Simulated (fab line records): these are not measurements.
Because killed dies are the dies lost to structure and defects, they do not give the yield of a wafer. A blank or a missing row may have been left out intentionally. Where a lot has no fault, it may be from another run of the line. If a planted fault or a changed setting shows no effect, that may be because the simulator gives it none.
fab line records	flow sky130
record: lots: 24	wafers: 72	last-day: 50
route steps=708 shown VIA1@460 VIA2@508 CAPM@549 METAL3@567
lots that met no fault: from a run of the same line without faults
start-h: hours from the record's first day to the start of the lot's first wafer shown	wait-h: how many hours have passed since the lot's step before this one	" as in the row above	L1.1+2: a single row standing in for several wafers	- value missing, or start not given	* or withheld: withheld	< > ~ a bound
route shown NAME@n: NAME is a module with steps in the file, n the number in the route of the first one	usual: mean and standard deviation over wafers with no fault	same: alike in all rows	chamber/n: place in a boat	sites: per-site readings	_std_site: the standard deviation of these	_edge_site: the outer-site mean with the inner-site mean subtracted	radius-mm: for every site, how far away it sits from the centre of the wafer	mask NAME#n: copy n	behind: tool/chamber where the wafer was last shaped	hold: why the lot went on hold/how many hours it stayed there/how the hold came to an end	device: whichever transistor did not switch (one of n, p or np)	end of line: at the end of the route, the tests of the same wafers	a step given without rows: its recipe and nothing more	killed: the dies lost at the first sort to structure and to defects; this is not the yield of the wafer	map: per-die view of a wafer (x killed, . not killed, _ where there is no die)
set.NAME: the setting the step ran with; set.NAME@STEP: the setting that earlier step ran with	model.NAME: the simulator's own value behind a step, which no gauge read
the route's steps for a sample of lots (tables are steps, rows are wafers)
services: a tool's chamber out of use, with start hour (start-h, from the record's first day; less than 0 if before it), hours out, and reason
== steps ==
step: SKY_VIA1_CMP_02
recipe: material: SiO2	down-force-psi: 4	platen-rpm: 60	pad-velocity-m-s: 0.94248
usual: motor-current-A: 11.6/1.2
lot.wafer	tool	chamber	start-h	wait-h	motor-current-A
L074.4	cmp-02	0	766.12	0.2	12.9
L074.5	"	1	"	"	11.8
L074.6	"	2	"	"	9.3
L076.3	cmp-01	0	775.35	0.1	11.7
L076.2	"	2	"	"	12.4
L076.6	"	0	"	"	11.5
L075.3	cmp-02	3	777.89	0.1	10.4
L075.2	"	0	"	"	12.6
L075.1	"	1	"	"	11.3
L078.4	cmp-02	0	802.27	0.1	12.0
L078.5	"	3	"	"	11.0
L078.6	"	0	"	"	12.5
L077.3	cmp-02	3	806.69	0.1	10.9
L077.2	"	0	"	"	12.6
L077.5	"	1	"	"	12.8
L079.1	cmp-02	1	814.47	0.1	11.6
L079.2	"	3	"	"	10.4
L079.5	"	1	"	"	12.3
L080.2	cmp-02	3	825.28	0.0	9.6
L080.3	"	0	"	"	12.3
L080.6	"	0	"	"	12.6
L081.2	cmp-02	2	829.82	0.6	9.6
L081.5	"	0	"	"	11.6
L081.6	"	1	"	"	12.3
L082.4	cmp-02	0	837.17	0.0	12.1
L082.3	"	2	"	"	9.3
L082.6	"	0	"	"	12.3
L083.1	cmp-02	3	841.41	0.1	11.0
L083.5	"	3	"	"	10.4
L083.6	"	0	"	"	12.5
L084.3	cmp-01	2	857.54	0.0	13.1
L084.4	"	0	"	"	11.6
L084.2	"	1	"	"	12.8
L086.2	cmp-02	1	861.77	0.1	12.4
L086.3	"	3	"	"	10.9
L086.6	"	0	"	"	12.3
L085.4	cmp-01	0	866.04	0.0	11.9
L085.1	"	1	"	"	13.0
L085.6	"	1	"	"	12.8
L088.4	cmp-01	3	869.62	0.3	12.9
L088.2	"	0	"	"	10.7
L088.5	"	2	"	"	12.1
L087.4	cmp-01	3	874.98	0.2	12.3
L087.3	"	0	"	"	11.5
L087.2	"	1	"	"	12.9
L089.2	cmp-02	3	880.50	0.0	10.8
L089.5	"	3	"	"	10.1
L089.6	"	0	"	"	12.3
L090.2	cmp-01	3	881.51	0.0	12.3
L090.1	"	1	"	"	12.5
L090.6	"	0	"	"	11.1
L091.2	cmp-02	3	895.59	0.1	10.7
L091.4	"	0	"	"	12.4
L091.5	"	3	"	"	10.5
L092.1	cmp-02	1	900.96	0.1	12.5
L092.4	"	2	"	"	9.7
L092.2	"	3	"	"	10.6
L093.2	cmp-02	1	905.30	0.0	12.8
L093.1	"	3	"	"	10.0
L093.6	"	2	"	"	9.4
L094.3	cmp-02	0	912.04	0.0	11.9
L094.4	"	2	"	"	9.8
L094.5	"	1	"	"	12.0
L095.3	cmp-01	1	924.19	0.1	13.8
L095.6	"	3	"	"	11.9
L095.5	"	0	"	"	11.6
L096.3	cmp-02	2	941.99	0.1	9.5
L096.1	"	0	"	"	12.3
L096.5	"	1	"	"	13.4
L097.1	cmp-02	0	946.50	0.1	12.7
L097.6	"	3	"	"	10.6
L097.5	"	0	"	"	12.9
step: SKY_VIA1_CD_MEAS_12
recipe: target-cd-nm: 150
usual: cd-nm: 150.5/1.5
lot.wafer	tool	chamber	start-h	wait-h	cd-nm
L074.4	cd-sem-01	-	793.67	-	150.8
L074.5	"	-	"	"	152.8
L074.6	"	-	"	"	151.4
L076.2	cd-sem-02	-	803.03	-	147.1
L076.3	"	-	"	"	147.5
L076.6	"	-	"	"	148.9
L075.1	cd-sem-01	-	805.25	-	151.4
L075.2	"	-	"	"	150.6
L075.3	"	-	"	"	151.9
L078.4	cd-sem-01	-	828.12	-	147.5
L078.5	"	-	"	"	149.6
L078.6	"	-	"	"	149.4
L077.2	cd-sem-02	-	834.08	-	152.1
L077.3	"	-	"	"	151.1
L077.5	"	-	"	"	151.3
L079.1	cd-sem-02	-	840.86	-	150.8
L079.2	"	-	"	"	150.7
L079.5	"	-	"	"	149.4
L080.2	cd-sem-01	-	851.82	-	148.2
L080.3	"	-	"	"	147.1
L080.6	"	-	"	"	148.8
L081.2	cd-sem-01	-	855.58	-	151.3
L081.5	"	-	"	"	150.7
L081.6	"	-	"	"	150.8
L082.3	cd-sem-02	-	864.19	-	150.2
L082.4	"	-	"	"	152.3
L082.6	"	-	"	"	152.5
L083.1	cd-sem-02	-	868.05	-	150.8
L083.5	"	-	"	"	148.5
L083.6	"	-	"	"	150.1
L084.2	cd-sem-02	-	883.07	-	148.9
L084.3	"	-	"	"	149.2
L084.4	"	-	"	"	149.4
L086.2	cd-sem-02	-	886.53	-	150.8
L086.3	"	-	"	"	151.8
L086.6	"	-	"	"	152.6
L085.1	cd-sem-02	-	892.11	-	150.4
L085.4	"	-	"	"	149.8
L085.6	"	-	"	"	150.3
L088.2	cd-sem-01	-	895.13	-	150.6
L088.4	"	-	"	"	151.2
L088.5	"	-	"	"	151.1
L087.2	cd-sem-02	-	901.03	-	150.1
L087.3	"	-	"	"	152.0
L087.4	"	-	"	"	152.2
L089.2	cd-sem-02	-	905.98	-	152.0
L089.5	"	-	"	"	152.9
L089.6	"	-	"	"	152.9
L090.1	cd-sem-01	-	907.41	-	149.2
L090.2	"	-	"	"	151.3
L090.6	"	-	"	"	150.1
L091.2	cd-sem-02	-	920.83	-	152.1
L091.4	"	-	"	"	152.9
L091.5	"	-	"	"	150.6
L092.1	cd-sem-02	-	926.16	-	151.0
L092.2	"	-	"	"	150.9
L092.4	"	-	"	"	152.8
L093.1	cd-sem-01	-	930.01	-	151.5
L093.2	"	-	"	"	150.5
L093.6	"	-	"	"	150.4
L094.3	cd-sem-02	-	936.85	-	147.3
L094.4	"	-	"	"	148.2
L094.5	"	-	"	"	147.9
L095.3	cd-sem-01	-	949.20	-	150.5
L095.5	"	-	"	"	148.9
L095.6	"	-	"	"	150.7
L096.1	cd-sem-01	-	965.71	-	150.8
L096.3	"	-	"	"	149.9
L096.5	"	-	"	"	152.0
L097.1	cd-sem-02	-	970.71	-	148.3
L097.5	"	-	"	"	148.4
L097.6	"	-	"	"	150.3
step: SKY_VIA2_THK_MEAS_01
recipe: reads: SiO2_of_VIA2_HDPCVD_00
usual: VIA2_HDPCVD_THK: 1180/14
lot.wafer	tool	chamber	start-h	wait-h	VIA2_HDPCVD_THK[nm]
L074.4	film-metro-04	-	823.35	0.0	1176
L074.5	"	-	"	"	1175
L074.6	"	-	"	"	1192
L076.2	film-metro-01	-	832.37	0.1	1161
L076.3	"	-	"	"	1160
L076.6	"	-	"	"	1157
L075.1	film-metro-04	-	835.57	0.1	1179
L075.2	"	-	"	"	1178
L075.3	"	-	"	"	1166
L078.4	film-metro-04	-	857.39	0.0	1179
L078.5	"	-	"	"	1196
L078.6	"	-	"	"	1187
L077.2	film-metro-03	-	863.05	0.1	1196
L077.3	"	-	"	"	1175
L077.5	"	-	"	"	1176
L079.1	film-metro-03	-	869.91	0.1	1180
L079.2	"	-	"	"	1178
L079.5	"	-	"	"	1178
L080.2	film-metro-01	-	880.28	0.1	1212
L080.3	"	-	"	"	1191
L080.6	"	-	"	"	1196
L081.2	film-metro-01	-	883.98	0.1	1173
L081.5	"	-	"	"	1191
L081.6	"	-	"	"	1177
L082.3	film-metro-01	-	892.55	0.1	1174
L082.4	"	-	"	"	1166
L082.6	"	-	"	"	1166
L083.1	film-metro-01	-	896.01	0.1	1168
L083.5	"	-	"	"	1168
L083.6	"	-	"	"	1188
L084.2	film-metro-03	-	910.75	0.1	1170
L084.3	"	-	"	"	1165
L084.4	"	-	"	"	1174
L086.2	film-metro-04	-	914.72	0.1	1203
L086.3	"	-	"	"	1187
L086.6	"	-	"	"	1194
L085.1	film-metro-04	-	919.93	0.1	1191
L085.4	"	-	"	"	1174
L085.6	"	-	"	"	1200
L088.2	film-metro-03	-	923.40	0.1	1166
L088.4	"	-	"	"	1148
L088.5	"	-	"	"	1161
L087.2	film-metro-01	-	928.71	0.1	1196
L087.3	"	-	"	"	1192
L087.4	"	-	"	"	1202
L089.2	film-metro-01	-	933.73	0.1	1189
L089.5	"	-	"	"	1175
L089.6	"	-	"	"	1190
L090.1	film-metro-03	-	934.96	0.1	1180
L090.2	"	-	"	"	1176
L090.6	"	-	"	"	1165
L091.2	film-metro-04	-	947.71	0.1	1189
L091.4	"	-	"	"	1190
L091.5	"	-	"	"	1181
L092.1	film-metro-01	-	953.27	0.1	1181
L092.2	"	-	"	"	1194
L092.4	"	-	"	"	1181
L093.1	film-metro-04	-	957.22	0.1	1187
L093.2	"	-	"	"	1188
L093.6	"	-	"	"	1192
L094.3	film-metro-01	-	963.88	0.1	1187
L094.4	"	-	"	"	1190
L094.5	"	-	"	"	1185
L095.3	film-metro-03	-	975.98	0.1	1172
L095.5	"	-	"	"	1170
L095.6	"	-	"	"	1148
L096.1	film-metro-04	-	991.25	0.1	1154
L096.3	"	-	"	"	1167
L096.5	"	-	"	"	1166
L097.1	film-metro-03	-	996.60	0.1	1170
L097.5	"	-	"	"	1152
L097.6	"	-	"	"	1194
step: SKY_VIA2_CMP_02
recipe: material: SiO2	down-force-psi: 4	platen-rpm: 60	pad-velocity-m-s: 0.94248
usual: motor-current-A: 11.5/1.2
lot.wafer	tool	chamber	start-h	wait-h	motor-current-A
L074.4	cmp-02	0	823.43	0.1	11.7
L074.6	"	3	"	"	10.7
L074.5	"	0	"	"	12.4
L076.3	cmp-02	1	832.47	0.1	11.8
L076.2	"	2	"	"	9.6
L076.6	"	0	"	"	11.9
L075.1	cmp-02	1	835.63	0.1	11.8
L075.2	"	3	"	"	10.8
L075.3	"	0	"	"	12.4
L078.4	cmp-02	2	857.57	0.2	9.7
L078.6	"	3	"	"	10.5
L078.5	"	0	"	"	12.1
L077.2	cmp-02	2	863.10	0.0	9.9
L077.3	"	0	"	"	12.9
L077.5	"	2	"	"	9.3
L079.1	cmp-01	3	869.97	0.1	12.6
L079.2	"	0	"	"	11.4
L079.5	"	3	"	"	13.1
L080.2	cmp-01	2	880.38	0.1	11.9
L080.3	"	3	"	"	12.4
L080.6	"	1	"	"	12.9
L081.2	cmp-01	2	884.13	0.1	12.8
L081.6	"	0	"	"	11.6
L081.5	"	1	"	"	12.2
L082.3	cmp-02	1	892.69	0.1	12.6
L082.4	"	2	"	"	10.2
L082.6	"	3	"	"	11.2
L083.1	cmp-01	0	896.17	0.1	12.0
L083.5	"	2	"	"	12.9
L083.6	"	3	"	"	13.0
L084.3	cmp-02	1	910.80	0.0	12.4
L084.2	"	2	"	"	10.1
L084.4	"	0	"	"	12.4
L086.3	cmp-02	3	914.82	0.1	10.1
L086.2	"	0	"	"	12.4
L086.6	"	3	"	"	10.4
L085.4	cmp-02	2	919.99	0.0	9.5
L085.1	"	3	"	"	11.6
L085.6	"	3	"	"	10.7
L088.4	cmp-02	3	923.50	0.1	10.8
L088.2	"	1	"	"	12.1
L088.5	"	3	"	"	11.2
L087.2	cmp-02	2	928.81	0.1	9.7
L087.3	"	3	"	"	10.5
L087.4	"	0	"	"	12.8
L089.2	cmp-02	1	933.78	0.0	11.7
L089.5	"	1	"	"	12.0
L089.6	"	2	"	"	9.6
L090.1	cmp-02	0	935.02	0.1	11.8
L090.2	"	1	"	"	12.5
L090.6	"	1	"	"	12.3
L091.4	cmp-02	0	947.76	0.0	12.7
L091.2	"	3	"	"	10.5
L091.5	"	0	"	"	12.0
L092.2	cmp-01	1	953.33	0.0	12.5
L092.1	"	2	"	"	11.6
L092.4	"	3	"	"	12.2
L093.2	cmp-02	2	957.28	0.0	9.5
L093.1	"	0	"	"	12.1
L093.6	"	2	"	"	8.8
L094.4	cmp-02	0	963.97	0.1	12.3
L094.3	"	1	"	"	12.2
L094.5	"	0	"	"	12.4
L095.3	cmp-02	1	976.17	0.2	12.6
L095.6	"	2	"	"	9.4
L095.5	"	3	"	"	10.8
L096.1	cmp-02	2	991.58	0.3	9.9
L096.3	"	3	"	"	11.0
L096.5	"	2	"	"	9.6
L097.1	cmp-01	2	996.71	0.1	13.1
L097.5	"	1	"	"	12.9
L097.6	"	2	"	"	12.2
step: SKY_CAPM_OVL_MEAS_12
usual: CAPM_OVL: 0.7/1.5
lot.wafer	tool	chamber	start-h	wait-h	CAPM_OVL[nm]
L074.4	overlay-02	-	876.83	0.1	1.1
L074.5	"	-	"	"	0.9
L074.6	"	-	"	"	0.2
L076.2	overlay-01	-	886.04	0.1	0.6
L076.3	"	-	"	"	0.3
L076.6	"	-	"	"	-1.2
L075.1	overlay-02	-	889.66	0.1	1.4
L075.2	"	-	"	"	1.3
L075.3	"	-	"	"	1.3
L078.4	overlay-02	-	910.13	0.1	-0.1
L078.5	"	-	"	"	0.1
L078.6	"	-	"	"	0.0
L077.2	overlay-02	-	915.62	0.1	3.0
L077.3	"	-	"	"	3.9
L077.5	"	-	"	"	2.0
L079.1	overlay-02	-	922.63	0.1	-0.1
L079.2	"	-	"	"	-0.1
L079.5	"	-	"	"	0.1
L080.2	overlay-01	-	931.47	0.1	1.6
L080.3	"	-	"	"	0.0
L080.6	"	-	"	"	0.2
L081.2	overlay-02	-	935.61	0.1	0.9
L081.5	"	-	"	"	2.4
L081.6	"	-	"	"	1.4
L082.3	overlay-01	-	943.73	0.1	-0.2
L082.4	"	-	"	"	-0.4
L082.6	"	-	"	"	0.5
L083.1	overlay-02	-	946.26	0.1	-0.1
L083.5	"	-	"	"	2.2
L083.6	"	-	"	"	1.3
L084.2	overlay-02	-	961.02	0.1	1.5
L084.3	"	-	"	"	1.1
L084.4	"	-	"	"	-0.9
L086.2	overlay-01	-	964.29	0.1	3.7
L086.3	"	-	"	"	2.1
L086.6	"	-	"	"	3.4
L085.1	overlay-02	-	970.36	0.1	-0.8
L085.4	"	-	"	"	-1.6
L085.6	"	-	"	"	-1.2
L088.2	overlay-01	-	973.82	0.1	-0.4
L088.4	"	-	"	"	-5.1
L088.5	"	-	"	"	-2.8
L087.2	overlay-01	-	978.22	0.1	2.1
L087.3	"	-	"	"	1.8
L087.4	"	-	"	"	1.6
L089.2	overlay-02	-	983.42	0.1	-1.0
L089.5	"	-	"	"	0.5
L089.6	"	-	"	"	-0.3
L090.1	overlay-01	-	984.96	0.1	0.3
L090.2	"	-	"	"	-1.7
L090.6	"	-	"	"	-1.6
L091.2	overlay-01	-	996.59	0.1	0.2
L091.4	"	-	"	"	-0.8
L091.5	"	-	"	"	0.1
L092.1	overlay-01	-	1001.93	0.1	0.8
L092.2	"	-	"	"	1.0
L092.4	"	-	"	"	0.8
L093.1	overlay-01	-	1005.38	0.1	1.3
L093.2	"	-	"	"	2.4
L093.6	"	-	"	"	0.3
L094.3	overlay-01	-	1012.53	0.1	2.8
L094.4	"	-	"	"	2.3
L094.5	"	-	"	"	2.5
L095.3	overlay-02	-	1024.75	0.1	-0.1
L095.5	"	-	"	"	1.3
L095.6	"	-	"	"	-0.7
L096.1	overlay-02	-	1038.92	0.1	0.7
L096.3	"	-	"	"	1.4
L096.5	"	-	"	"	2.6
L097.1	overlay-01	-	1043.41	0.1	2.6
L097.5	"	-	"	"	3.7
L097.6	"	-	"	"	2.4
step: SKY_METAL3_ETCH_17
recipe: target: SiO2	stop-on: TiN	chemistry: C4F8/O2/Ar	source-w: 1500	bias-w: 1200	pressure-mtorr: 40	c4f8-flow-sccm: withheld	O2_flow_sccm: 6	Ar_flow_sccm: 300	time-s: 3.9	target-depth-a: 150
usual: oes-product-au: 0.755/0.0069
same: time-s: 3.9
lot.wafer	tool	chamber	start-h	wait-h	oes-product-au
L074.4	rie-diel-03	3	903.39	0.0	0.753
L074.5	"	1	"	"	0.767
L074.6	"	2	"	"	0.749
L076.2	rie-diel-03	0	911.59	0.1	0.756
L076.3	"	2	"	"	0.756
L076.6	"	3	"	"	0.760
L075.1	rie-diel-04	2	916.12	0.2	0.745
L075.2	"	1	"	"	0.760
L075.3	"	0	"	"	0.758
L078.4	rie-diel-04	2	935.50	0.0	0.772
L078.5	"	1	"	"	0.757
L078.6	"	0	"	"	0.755
L077.2	rie-diel-04	2	940.80	0.1	0.761
L077.3	"	1	"	"	0.748
L077.5	"	2	"	"	0.769
L079.1	rie-diel-04	1	947.59	0.1	0.741
L079.2	"	2	"	"	0.756
L079.5	"	0	"	"	0.752
L080.2	rie-diel-03	2	957.09	0.1	0.758
L080.3	"	1	"	"	0.746
L080.6	"	1	"	"	0.749
L081.2	rie-diel-04	2	960.09	0.1	0.751
L081.5	"	1	"	"	0.762
L081.6	"	2	"	"	0.757
L082.3	rie-diel-02	2	968.54	0.0	0.752
L082.4	"	3	"	"	0.761
L082.6	"	1	"	"	0.750
L083.1	rie-diel-02	2	971.48	0.2	0.747
L083.5	"	3	"	"	0.765
L083.6	"	2	"	"	0.742
L084.2	rie-diel-02	0	985.32	0.1	0.749
L084.3	"	3	"	"	0.754
L084.4	"	1	"	"	0.762
L086.2	rie-diel-04	0	989.47	0.1	0.757
L086.3	"	1	"	"	0.752
L086.6	"	2	"	"	0.759
L085.1	rie-diel-03	1	993.83	0.2	0.771
L085.4	"	2	"	"	0.757
L085.6	"	2	"	"	0.761
L088.2	rie-diel-02	1	998.22	0.1	0.752
L088.4	"	1	"	"	0.765
L088.5	"	3	"	"	0.758
L087.2	rie-diel-03	1	1001.84	0.1	0.746
L087.3	"	3	"	"	0.747
L087.4	"	0	"	"	0.756
L089.2	rie-diel-03	3	1007.37	0.1	0.753
L089.5	"	0	"	"	0.756
L089.6	"	3	"	"	0.761
L090.1	rie-diel-04	0	1008.32	0.2	0.748
L090.2	"	1	"	"	0.747
L090.6	"	0	"	"	0.758
L091.2	rie-diel-04	3	1020.23	0.1	0.758
L091.4	"	0	"	"	0.758
L091.5	"	0	"	"	0.761
L092.1	rie-diel-02	1	1025.72	0.2	0.750
L092.2	"	0	"	"	0.751
L092.4	"	2	"	"	0.762
L093.1	rie-diel-03	0	1029.77	0.2	0.747
L093.2	"	2	"	"	0.752
L093.6	"	2	"	"	0.764
L094.3	rie-diel-04	3	1036.53	0.1	0.755
L094.4	"	0	"	"	0.763
L094.5	"	0	"	"	0.761
L095.3	rie-diel-03	0	1047.55	0.0	0.746
L095.5	"	0	"	"	0.760
L095.6	"	1	"	"	0.770
L096.1	rie-diel-04	3	1061.89	0.1	0.756
L096.3	"	2	"	"	0.755
L096.5	"	2	"	"	0.756
L097.1	rie-diel-03	1	1066.39	0.1	0.752
L097.5	"	3	"	"	0.750
L097.6	"	2	"	"	0.764
== services ==
tool	chamber	start-h	hours	kind
cmp-02	-	744.27	4.0	pm
cmp-01	-	748.09	0.5	repair
rie-diel-04	-	796.02	0.2	repair
cmp-01	-	806.23	4.0	pm
rie-diel-04	3	811.53	132.0	repair
cmp-02	-	814.81	1.1	repair
cmp-02	-	817.89	4.6	pm
cmp-02	-	827.11	2.0	repair
cmp-01	-	827.75	5.2	repair
rie-diel-03	3	859.84	3.5	repair
rie-diel-03	0	874.78	11.9	repair
cmp-01	-	912.00	4.0	pm
rie-diel-03	1	929.57	8.1	repair
cmp-02	-	935.33	0.6	repair
rie-diel-03	0	941.26	2.2	repair
rie-diel-04	3	963.90	4.3	repair
cmp-02	-	965.66	5.7	pm
cmp-01	-	990.01	2.4	repair
cmp-02	-	994.07	4.6	repair
rie-diel-03	-	1007.99	0.1	repair
rie-diel-03	1	1009.87	3.2	repair
cmp-02	-	1010.64	0.8	repair
rie-diel-03	3	1011.49	8.2	repair
cmp-01	-	1056.99	0.8	repair
== key ==
fault none
